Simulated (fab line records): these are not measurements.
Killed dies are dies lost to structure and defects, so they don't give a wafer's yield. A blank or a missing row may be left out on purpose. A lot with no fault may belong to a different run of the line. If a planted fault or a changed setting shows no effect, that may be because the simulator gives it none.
fab line records    flow sfqLine
record: lots: 6  wafers: 18  lastDay: 91
route steps=325 shown JJ@193 M5@198
lots with no fault: from the same line, run without faults
startH: start of the lot's first displayed wafer, in hours after the record's first day    waitH: hours since the lot's step before    " unchanged from the row above    L1.1+2: several wafers, shown together as one row    - no value, or no start was given    * or withheld: withheld    < > ~ a bound
route shown NAME@n: names a module that has steps shown in the file, with the first one's number in the route    usual: mean/standard deviation taken from wafers without a fault    same: alike in all rows    chamber/n: place in a boat    sites: readings site by site    _std_site: the values' standard deviation    _edge_site: outer sites' mean less inner sites'    radiusMm: how far each site lies from the wafer's centre    mask NAME#n: copy n    behind: the last tool/chamber to shape the wafer    hold: why the lot was held/for how many hours/how that ended    device: the transistor (n, p or np) that didn't switch    end of line: tests of these same wafers at the route's end    for a step that has no rows: nothing shown but its recipe    killed: dies that structure and defects cost at the first sort, which is not the same as the wafer's yield    map: per-die view of a wafer (x killed, . not killed, _ where there is no die)
set.NAME: the setting that was run; set.NAME@STEP: the one run at that earlier step    model.NAME: the simulator's own value behind a step, which no gauge read
lots seen at some steps along the route; tables by step, rows by wafer
services: when a tool's chamber went out of use (startH, in hours from the record's first day, below 0 if earlier), for how many hours, and the reason
== steps ==
step: SFQ_TRILAYER_JJ_CE_BARC_OPEN_RIE_150
recipe: maskMaterial: PR  chemistry: O2  targetDepthNm: 240  target: BARC  icpW: 600  biasW: 80  pressureMtorr: 10  timeS: 80
usual: biasW: 79.99/0.21  drypumpMotorCurrentA: 5.4/0.49  oesProductAu: 0.538/0.0041
lot.wafer  tool         chamber  startH   waitH  biasW  drypumpMotorCurrentA  oesProductAu  rfHoursCounterH
L973.3     rieMetal-02  0        1179.67  0.6    80.12  5.8                   0.540         -
L973.4     "            1        "        "      80.07  4.8                   0.540         -
L973.5     "            1        "        "      79.71  4.8                   0.543         -
L981.4     rieMetal-01  1        1250.78  0.5    80.04  5.0                   0.544         -
L981.5     "            1        "        "      80.05  5.0                   0.533         -
L981.6     "            1        "        "      79.89  5.0                   0.539         -
L990.2     rieMetal-01  0        1453.86  0.8    80.00  5.8                   0.543         64
L990.4     "            1        "        "      79.58  5.0                   0.539         -
L990.5     "            0        "        "      80.14  5.8                   0.536         -
L991.2     rieMetal-04  0        1471.78  0.8    80.15  5.0                   0.534         62
L991.4     "            1        "        "      79.98  6.2                   0.534         -
L991.5     "            1        "        "      80.31  6.2                   0.539         -
L992.1     rieMetal-01  0        1478.98  1.0    80.20  5.8                   0.539         67
L992.3     "            0        "        "      79.81  5.8                   0.541         -
L992.4     "            1        "        "      80.02  5.0                   0.543         -
L995.3     rieMetal-04  0        1512.74  0.6    79.89  5.0                   0.539         -
L995.4     "            1        "        "      79.89  6.2                   0.535         -
L995.5     "            1        "        "      80.07  6.2                   0.537         -
step: SFQ_TRILAYER_JJ_CE_ETCH_RIE_118
recipe: target: Nb  stopOn: Al2O3  maskMaterial: PR  taperDeg: 13.257  overEtchFrac: 0.15  timeS: 97.7  chemistry: SF6  targetDepthNm: 170  icpW: 600  biasW: 80  pressureMtorr: 10
usual: biasW: 80.01/0.26  drypumpMotorCurrentA: 5.4/0.49  oesProductAu: 0.987/0.0073
lot.wafer  tool         chamber  startH   waitH  biasW  drypumpMotorCurrentA  oesProductAu  rfHoursCounterH
L973.3     rieMetal-02  0        1179.77  0.1    80.28  5.8                   0.986         -
L973.4     "            1        "        "      80.28  4.8                   0.983         -
L973.5     "            1        "        "      80.13  4.8                   0.980         -
L981.4     rieMetal-01  1        1250.98  0.2    80.31  5.0                   0.991         -
L981.5     "            1        "        "      79.83  5.0                   0.983         -
L981.6     "            1        "        "      79.99  5.0                   0.985         -
L990.2     rieMetal-01  0        1453.95  0.1    80.24  5.8                   0.996         64
L990.4     "            1        "        "      79.40  5.0                   0.990         -
L990.5     "            0        "        "      79.95  5.8                   0.993         -
L991.2     rieMetal-04  0        1471.87  0.1    80.01  5.0                   1.002         62
L991.4     "            1        "        "      80.10  6.2                   0.981         -
L991.5     "            1        "        "      80.21  6.2                   0.984         -
L992.1     rieMetal-01  0        1479.07  0.1    80.48  5.8                   0.992         67
L992.3     "            0        "        "      80.25  5.8                   0.995         -
L992.4     "            1        "        "      79.80  5.0                   0.988         -
L995.3     rieMetal-04  0        1512.83  0.1    80.03  5.0                   0.984         -
L995.4     "            1        "        "      80.44  6.2                   0.993         -
L995.5     "            1        "        "      80.07  6.2                   0.983         -
step: SFQ_TRILAYER_JJ_ANODIZE_ANODIZE_119
recipe: currentDensityMaCm2: withheld  endCurrentDensityMaCm2: withheld  bathTempC: withheld
step: SFQ_TRILAYER_JJ_CE_STRIP_STRIP_120
recipe: gas: O2  powerW: 200  platenTempC: 40  overashFraction: 0.65  chemistry: O2  pressureMtorr: 50
usual: drypumpMotorCurrentA: 5.4/0.48  oesProductAu: 0.999/0.01
lot.wafer  tool         chamber  startH   waitH  drypumpMotorCurrentA  oesProductAu  rfHoursCounterH
L973.3     rieMetal-01  1        1180.58  0.2    5.0                   1.000         -
L973.4     "            0        "        "      5.8                   1.005         -
L973.5     "            0        "        "      5.8                   1.021         -
L981.4     rieMetal-02  0        1251.78  0.2    5.8                   0.995         -
L981.5     "            1        "        "      4.8                   0.993         -
L981.6     "            0        "        "      5.8                   1.008         -
L990.2     rieMetal-01  0        1454.55  0.0    5.8                   0.998         64
L990.4     "            1        "        "      5.0                   0.978         -
L990.5     "            1        "        "      5.0                   0.993         -
L991.2     rieMetal-02  0        1472.48  0.0    5.8                   1.004         104
L991.4     "            0        "        "      5.8                   1.009         -
L991.5     "            0        "        "      5.8                   1.007         -
L992.1     rieMetal-01  1        1479.68  0.0    5.0                   1.008         56
L992.3     "            1        "        "      5.0                   0.996         -
L992.4     "            0        "        "      5.8                   1.004         -
L995.3     rieMetal-02  0        1513.61  0.2    5.8                   1.011         -
L995.4     "            1        "        "      4.8                   0.976         -
L995.5     "            0        "        "      5.8                   1.020         -
step: SFQ_TRILAYER_JJ_CE_STRIP_SOLV_CLEAN_121
recipe: chemistry: NMP  tempC: 70  timeS: 600
step: SFQ_TRILAYER_M5_LITHO_COAT_128
recipe: resist: BARC  spinRpm: 3000  resistThkNm: 62
step: SFQ_TRILAYER_M5_LITHO_COAT_123
recipe: resist: KrF  spinRpm: 3000  resistThkNm: 600
step: SFQ_TRILAYER_M5_LITHO_SOFTBAKE_127
recipe: tempC: withheld  timeS: withheld  resist: KrF
step: SFQ_TRILAYER_M5_LITHO_EXPOSE_124
recipe: maskId: M5  na: 0.6  sourceShape: conventional  sigmaOuter: 0.65  targetCdNm: 700  doseMj: 14.4
step: SFQ_TRILAYER_M5_LITHO_PEB_126
recipe: pebTempC: 115  pebTimeS: 60  resist: KrF
step: SFQ_TRILAYER_M5_LITHO_DEVELOP_125
recipe: timeS: 60  resist: KrF
step: SFQ_M5_OVL_MEAS_932
usual: M5_OVL: -2/5.8
lot.wafer  tool        chamber  startH   waitH  M5_OVL[nm]
L973.3     overlay-02  -        1316.67  0.1    -7
L973.4     "           -        "        "      3
L973.5     "           -        "        "      -2
L981.4     overlay-02  -        1397.20  0.1    -10
L981.5     "           -        "        "      -6
L981.6     "           -        "        "      -9
L990.2     overlay-01  -        1462.03  0.1    -2
L990.4     "           -        "        "      -2
L990.5     "           -        "        "      0
L991.2     overlay-01  -        1475.64  0.1    6
L991.4     "           -        "        "      0
L991.5     "           -        "        "      -1
L992.1     overlay-02  -        1482.88  0.1    2
L992.3     "           -        "        "      0
L992.4     "           -        "        "      -1
L995.3     overlay-02  -        1649.96  0.1    3
L995.4     "           -        "        "      6
L995.5     "           -        "        "      1
step: SFQ_TRILAYER_M5_BARC_OPEN_METAL_ETCH_161
recipe: maskMaterial: PR  chemistry: O2  targetDepthNm: 125  target: BARC  icpW: 600  biasW: 80  pressureMtorr: 10  timeS: 41.7
usual: biasW: 80.00/0.24  drypumpMotorCurrentA: 5.3/0.42  oesProductAu: 0.686/0.0046
lot.wafer  tool         chamber  startH   waitH  biasW  drypumpMotorCurrentA  oesProductAu  rfHoursCounterH  model.KrF_of_TRILAYER_M5_LITHO_COAT_123.thkNm
L973.3     rieMetal-01  0        1316.71  0.0    79.60  5.8                   0.680         -                520.3
L973.4     "            1        "        "      79.83  5.0                   0.686         -                521.1
L973.5     "            0        "        "      79.82  5.8                   0.682         -                523.4
L981.4     rieMetal-02  1        1397.24  0.0    79.83  4.8                   0.678         -                525.9
L981.5     "            1        "        "      80.44  4.8                   0.681         -                524.4
L981.6     "            0        "        "      79.96  5.8                   0.690         -                523.3
L990.2     rieMetal-01  0        1462.06  0.0    79.79  5.8                   0.693         65               521.6
L990.4     "            1        "        "      79.90  5.0                   0.690         -                523.8
L990.5     "            1        "        "      80.33  5.0                   0.686         -                548.2
L991.2     rieMetal-01  1        1475.67  0.0    80.37  5.0                   0.691         55               522.1
L991.4     "            1        "        "      80.15  5.0                   0.685         -                522.7
L991.5     "            0        "        "      80.16  5.8                   0.684         -                545.8
L992.1     rieMetal-02  0        1482.92  0.0    80.07  5.8                   0.685         105              520.6
L992.3     "            1        "        "      79.99  4.8                   0.691         -                525
L992.4     "            0        "        "      79.74  5.8                   0.689         -                521.9
L995.3     rieMetal-03  0        1650.00  0.0    80.41  5.7                   0.685         -                521.2
L995.4     "            1        "        "      79.75  4.9                   0.686         -                523.3
L995.5     "            0        "        "      80.26  5.7                   0.684         -                523.2
step: SFQ_TRILAYER_M5_ETCH_METAL_ETCH_126
recipe: target: Nb  stopOn: SiO2  maskMaterial: PR  overEtchFrac: 0.15  timeS: 203.2  chemistry: Cl2/BCl3  targetDepthNm: 265  icpW: 600  biasW: 80  pressureMtorr: 10
usual: biasW: 80.01/0.24  drypumpMotorCurrentA: 5.3/0.42  oesProductAu: 0.728/0.0056
lot.wafer  tool         chamber  startH   waitH  biasW  drypumpMotorCurrentA  oesProductAu  rfHoursCounterH  model.KrF_of_TRILAYER_M5_LITHO_COAT_123.thkNm
L973.3     rieMetal-01  0        1316.82  0.1    79.93  5.8                   0.734         -                368.1
L973.4     "            1        "        "      80.06  5.0                   0.735         -                369.5
L973.5     "            0        "        "      79.66  5.8                   0.732         -                371
L981.4     rieMetal-02  1        1397.34  0.1    79.77  4.8                   0.733         -                375.1
L981.5     "            1        "        "      80.09  4.8                   0.727         -                374.2
L981.6     "            0        "        "      80.21  5.8                   0.728         -                368.5
L990.2     rieMetal-01  0        1462.12  0.0    79.93  5.8                   0.732         65               367.1
L990.4     "            1        "        "      80.20  5.0                   0.738         -                372.6
L990.5     "            1        "        "      80.08  5.0                   0.727         -                398.1
L991.2     rieMetal-01  1        1475.73  0.0    79.79  5.0                   0.727         55               371.2
L991.4     "            1        "        "      79.81  5.0                   0.722         -                373.3
L991.5     "            0        "        "      80.08  5.8                   0.738         -                391.9
L992.1     rieMetal-02  0        1482.98  0.0    79.74  5.8                   0.717         106              364.6
L992.3     "            1        "        "      80.21  4.8                   0.717         -                376.5
L992.4     "            0        "        "      79.83  5.8                   0.725         -                365.2
L995.3     rieMetal-03  0        1650.11  0.1    79.99  5.6                   0.727         -                369.8
L995.4     "            1        "        "      79.80  4.9                   0.726         -                374.2
L995.5     "            0        "        "      79.66  5.6                   0.732         -                371.1
step: SFQ_TRILAYER_M5_STRIP_STRIP_127
recipe: gas: O2  powerW: 200  platenTempC: 40  overashFraction: 0.65  chemistry: O2  pressureMtorr: 50
usual: drypumpMotorCurrentA: 5.3/0.41  oesProductAu: 0.998/0.0092
lot.wafer  tool         chamber  startH   waitH  drypumpMotorCurrentA  oesProductAu  rfHoursCounterH
L973.3     rieMetal-01  0        1317.15  0.3    5.8                   1.001         -
L973.4     "            1        "        "      5.0                   0.995         -
L973.5     "            0        "        "      5.8                   0.991         -
L981.4     rieMetal-02  1        1397.67  0.3    4.8                   0.989         -
L981.5     "            1        "        "      4.8                   1.000         -
L981.6     "            0        "        "      5.8                   1.010         -
L990.2     rieMetal-01  0        1462.31  0.1    5.8                   1.008         65
L990.4     "            1        "        "      5.0                   0.983         -
L990.5     "            1        "        "      5.0                   0.981         -
L991.2     rieMetal-01  1        1475.92  0.1    5.0                   0.995         56
L991.4     "            1        "        "      5.0                   1.005         -
L991.5     "            0        "        "      5.8                   1.002         -
L992.1     rieMetal-02  0        1483.17  0.1    5.8                   1.013         106
L992.3     "            1        "        "      4.8                   0.983         -
L992.4     "            0        "        "      5.8                   1.006         -
L995.3     rieMetal-03  0        1650.70  0.5    5.6                   0.996         -
L995.4     "            0        "        "      5.7                   0.999         -
L995.5     "            0        "        "      5.6                   0.997         -
== services ==
tool         chamber  startH   hours  kind
rieMetal-04  1        1168.70  -      clean
rieMetal-04  1        1168.70  -      consumableReplace:focusRing
rieMetal-04  1        1168.70  27.1   scheduledDown
rieMetal-01  0        1171.11  2.8    repair
rieMetal-02  -        1206.26  0.6    repair
rieMetal-01  -        1209.65  1.4    pm
rieMetal-01  0        1246.55  4.4    repair
rieMetal-03  -        1257.89  1.5    repair
rieMetal-01  -        1272.46  0.3    repair
rieMetal-04  -        1276.77  15.6   pm
rieMetal-02  1        1284.58  5.0    repair
rieMetal-02  1        1315.02  5.8    repair
rieMetal-04  -        1352.83  28.1   pm
rieMetal-04  -        1382.93  0.5    repair
rieMetal-03  1        1441.72  19.1   repair
rieMetal-04  -        1469.06  1.0    repair
rieMetal-02  -        1479.87  2.8    pm
rieMetal-04  1        1489.88  6.7    repair
rieMetal-02  -        1496.50  0.5    repair
rieMetal-01  -        1517.06  2.8    pm
rieMetal-01  0        1577.70  3.8    repair
rieMetal-02  -        1624.69  14.6   pm
rieMetal-01  0        1624.73  22.1   repair
rieMetal-03  -        1627.91  14.6   pm
== key ==
firstSign none at tools or gauges
modelEffect: step: SFQ_TRILAYER_M5_BARC_OPEN_METAL_ETCH_161  value: KrF_of_TRILAYER_M5_LITHO_COAT_123.thkNm  without: 522.2  struck: 547
modelEffect: step: SFQ_TRILAYER_M5_ETCH_METAL_ETCH_126  value: KrF_of_TRILAYER_M5_LITHO_COAT_123.thkNm  without: 370.1  struck: 395
metAt SFQ_TRILAYER_M5_BARC_OPEN_METAL_ETCH_161
struckWafers L990.5,L991.5
onsetBetween 1316.71 1462.06
fault: kind: processParameterDrift  tool: rieMetal-01  chamber: -  onsetH: 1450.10  steps: SFQ_TRILAYER_M5_BARC_OPEN_METAL_ETCH_161  channel: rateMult  offset: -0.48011  shape: step  endH: 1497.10  scope: struckWafersOnly
